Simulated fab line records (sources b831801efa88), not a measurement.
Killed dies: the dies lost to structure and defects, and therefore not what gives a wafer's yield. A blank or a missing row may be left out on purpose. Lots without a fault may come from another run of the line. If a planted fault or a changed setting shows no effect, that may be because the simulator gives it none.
Chamber matching + flow gf180mcu + GF_V1_CMP_04 on cmp-01 has 4 sister chambers
The step polishes SiO2. 8 wafers are shown with their chamber, then 6 later ones without.

WAFERS, EACH WITH ITS CHAMBER
| wafer  | chamber | motor current A (A) | time to endpoint s (s) |
|--------|---------|---------------------|------------------------|
| L780.1 | 2       | 11.4                | 80                     |
| L780.3 | 0       | 14.9                | 73                     |
| L781.5 | 3       | 15.5                | 85                     |
| L781.6 | 2       | 12.0                | 81                     |
| L784.4 | 0       | 14.8                | 84                     |
| L784.5 | 1       | 11.3                | 85                     |
| L787.3 | 3       | 15.1                | 81                     |
| L787.4 | 1       | 12.1                | 88                     |

WAFERS WHOSE CHAMBER IS MISSING
| wafer  | motor current A (A) | time to endpoint s (s) |
|--------|---------------------|------------------------|
| L787.6 | 14.6                | 87                     |
| L790.1 | 11.6                | 75                     |
| L790.3 | 11.3                | 80                     |
| L790.4 | 13.5                | 86                     |
| L793.2 | 13.7                | 81                     |
| L793.4 | 14.7                | 94                     |

WHICH CHAMBER EACH ONE RAN IN
| wafer  | from the rows above               | in truth |
|--------|-----------------------------------|----------|
| L787.6 | can't be placed: 3 or 0           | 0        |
| L790.1 | can't be placed: 2 or 1           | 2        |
| L790.3 | can't be placed: 2 or 1           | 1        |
| L790.4 | can't be placed: 0 or 1 or 3 or 2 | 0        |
| L793.2 | can't be placed: 0 or 3           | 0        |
| L793.4 | can't be placed: 3 or 0           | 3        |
Correct placement for 0 of the 6. Not placeable from these rows: 6 (in 6, the candidates include the true chamber). Placed wrongly: 0.
How it was worked out, from the rows above alone: a wafer's distance from a chamber is the root of the sum, over the readings, of the square of ((its reading less the chamber's mean) divided by the reading's scatter). If the next closest chamber is less than 2 further off than the closest, the wafer can't be placed; otherwise it belongs to the closest. The mean given for a chamber averages the wafers shown for that chamber. The scatter: take each reading less its chamber's mean, square it, sum over the shown wafers, divide by the number of wafers less the number of chambers, and take the root.
